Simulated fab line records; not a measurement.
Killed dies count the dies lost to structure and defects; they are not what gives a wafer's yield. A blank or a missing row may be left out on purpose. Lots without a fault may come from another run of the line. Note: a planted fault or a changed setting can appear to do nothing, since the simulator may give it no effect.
Which tool was responsible? || flow sky130 || 6 lots with 18 wafers sampled at 2 steps, on a route of 708 steps

== WHAT THE GAUGES SHOWED, per wafer ==
SKY_NWELL_OVL_MEAS_10.
{"lot": "L618", "measured": "day 5 13:12", "on": "overlay-02", "NWELL_00_OVL (nm)": "-2.8 0.1 0.3"}
{"lot": "L621", "measured": "day 6 04:13", "on": "overlay-02", "NWELL_00_OVL (nm)": "0.2 1.0 3.4"}
{"lot": "L624", "measured": "day 6 23:43", "on": "overlay-01", "NWELL_00_OVL (nm)": "-0.3 -0.6 1.0"}
{"lot": "L626", "measured": "day 7 13:04", "on": "overlay-01", "NWELL_00_OVL (nm)": "-0.1 0.8 -0.3"}
{"lot": "L631", "measured": "day 8 17:37", "on": "overlay-01", "NWELL_00_OVL (nm)": "-1.2 -1.9 -1.9"}
{"lot": "L636", "measured": "day 9 23:19", "on": "overlay-01", "NWELL_00_OVL (nm)": "-1.2 1.0 -0.4"}

== EACH LOT AND THE TOOL THAT RAN IT (in order: tool; ch and the chambers of the sampled wafers; start) ==
{"lot": "L618", "SKY_DNWELL_STRIP_08": "plasma_asher-02 ch 0,1, day 4 03:17"}
{"lot": "L621", "SKY_DNWELL_STRIP_08": "plasma_asher-03 ch 0,1, day 4 17:01"}
{"lot": "L624", "SKY_DNWELL_STRIP_08": "plasma_asher-01 ch 0,1, day 5 10:08"}
{"lot": "L626", "SKY_DNWELL_STRIP_08": "plasma_asher-03 ch 0,1, day 5 21:43"}
{"lot": "L631", "SKY_DNWELL_STRIP_08": "plasma_asher-01 ch 0, day 7 01:37"}
{"lot": "L636", "SKY_DNWELL_STRIP_08": "plasma_asher-02 ch 0,1, day 8 03:46"}
- SKY_DNWELL_STRIP_08: strips in O2/N2.

== THE ANSWER, worked out from the rows above alone ==
Rule: the lots themselves supply what counts as usual. The widest of any qualifying gaps counts: lots, ordered by their means at a reading, are off when they make up no more than a third of the lots, leave a main group of 4 or more, and stand apart from it by 3 or more times the standard deviation of that group's means. A main group is skipped when, at the precision printed for the reading in the tables above, its means are all equal. Also off: a lot with no number at a reading for which 4 or more lots have one. The other lots that the step has rows for count as sound.
No lot is off at any reading shown: from this, nothing can be told.

== WHAT HAD BEEN PUT IN BY THE SIMULATOR ==
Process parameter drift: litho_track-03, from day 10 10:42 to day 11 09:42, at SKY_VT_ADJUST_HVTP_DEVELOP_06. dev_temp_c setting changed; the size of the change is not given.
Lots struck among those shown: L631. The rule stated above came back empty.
